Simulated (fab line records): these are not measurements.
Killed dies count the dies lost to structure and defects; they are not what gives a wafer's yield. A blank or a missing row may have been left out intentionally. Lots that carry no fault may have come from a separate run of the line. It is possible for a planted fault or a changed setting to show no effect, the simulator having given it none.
Which tool did it? || flow gf180mcu || 7 lots with 21 wafers sampled at 4 steps, on a route of 602 steps

== WHAT THE GAUGES SHOWED, per wafer ==
GF_M4_RS_MEAS_05: uses a four-point probe to measure.
{"lot": "L763", "measured": "day 22 07:17", "on": "filmMetro-02", "M4_ALCU_RS (ohm/sq)": "0.0687 0.0693 0.0690"}
{"lot": "L767", "measured": "day 24 06:14", "on": "filmMetro-02", "M4_ALCU_RS (ohm/sq)": "0.0699 0.0708 0.0698"}
{"lot": "L769", "measured": "day 25 04:47", "on": "filmMetro-03", "M4_ALCU_RS (ohm/sq)": "0.0701 0.0712 0.0712"}
{"lot": "L771", "measured": "day 26 02:57", "on": "filmMetro-02", "M4_ALCU_RS (ohm/sq)": "0.0695 0.0683 0.0692"}
{"lot": "L774", "measured": "day 26 22:55", "on": "filmMetro-02", "M4_ALCU_RS (ohm/sq)": "0.0695 0.0702 0.0697"}
{"lot": "L777", "measured": "day 28 01:27", "on": "filmMetro-03", "M4_ALCU_RS (ohm/sq)": "0.0711 0.0700 0.0708"}
{"lot": "L783", "measured": "day 29 03:26", "on": "filmMetro-02", "M4_ALCU_RS (ohm/sq)": "0.0690 0.0686 0.0687"}

== EACH LOT AND THE TOOL THAT RAN IT (in order: tool; ch and the chambers of the sampled wafers; start) ==
{"lot": "L763", "GF_V3_SPUTTER_22": "pvdSputter-02, day 22 06:25", "GF_V3_CVD_23": "cvdW-01 ch 0,1, day 22 06:28", "GF_M4_SPUTTER_03": "pvdSputter-01, day 22 07:13"}
{"lot": "L767", "GF_V3_SPUTTER_22": "pvdSputter-02, day 24 05:21", "GF_V3_CVD_23": "cvdW-01 ch 0,1, day 24 05:23", "GF_M4_SPUTTER_03": "pvdSputter-02, day 24 06:09"}
{"lot": "L769", "GF_V3_SPUTTER_22": "pvdSputter-01, day 25 03:33", "GF_V3_CVD_23": "cvdW-01 ch 0,1, day 25 03:35", "GF_M4_SPUTTER_03": "pvdSputter-04, day 25 04:39"}
{"lot": "L771", "GF_V3_SPUTTER_22": "pvdSputter-03, day 26 01:54", "GF_V3_CVD_23": "cvdW-02 ch 0,1, day 26 01:56", "GF_M4_SPUTTER_03": "pvdSputter-01, day 26 02:52"}
{"lot": "L774", "GF_V3_SPUTTER_22": "pvdSputter-03, day 26 21:33", "GF_V3_CVD_23": "cvdW-01 ch 0,1, day 26 21:35", "GF_M4_SPUTTER_03": "pvdSputter-01, day 26 22:51"}
{"lot": "L777", "GF_V3_SPUTTER_22": "pvdSputter-03, day 28 00:35", "GF_V3_CVD_23": "cvdW-01 ch 0,1, day 28 00:37", "GF_M4_SPUTTER_03": "pvdSputter-02, day 28 01:22"}
{"lot": "L783", "GF_V3_SPUTTER_22": "pvdSputter-03, day 29 02:25", "GF_V3_CVD_23": "cvdW-02 ch 1, day 29 02:34", "GF_M4_SPUTTER_03": "pvdSputter-01, day 29 03:19"}
- GF_V3_SPUTTER_22: material TiN, target thk 10 nm, time 40 s.
- GF_V3_CVD_23: deposits W, target thk 350 nm, time 104.9 s.
- GF_M4_SPUTTER_03: material Ti, target thk 10 nm, time 6.7 s.

== THE ANSWER, worked out from the rows above alone ==
Rule: what is usual is taken from the lots themselves. The widest of any qualifying gaps counts: lots, ordered by their means at a reading, are off when they make up no more than a third of the lots, leave a main group of 4 or more, and stand apart from it by 3 or more times the standard deviation of that group's means. If all means in a main group match to the digits the tables above print for the reading, that group is not used. A lot without any number at a reading at which 4 lots or more have one is off too. Where the step has rows for the other lots, those lots are counted as sound.
Nothing can be told from this: no lot is off at any reading shown.

== WHAT THE SIMULATOR HAD PUT IN ==
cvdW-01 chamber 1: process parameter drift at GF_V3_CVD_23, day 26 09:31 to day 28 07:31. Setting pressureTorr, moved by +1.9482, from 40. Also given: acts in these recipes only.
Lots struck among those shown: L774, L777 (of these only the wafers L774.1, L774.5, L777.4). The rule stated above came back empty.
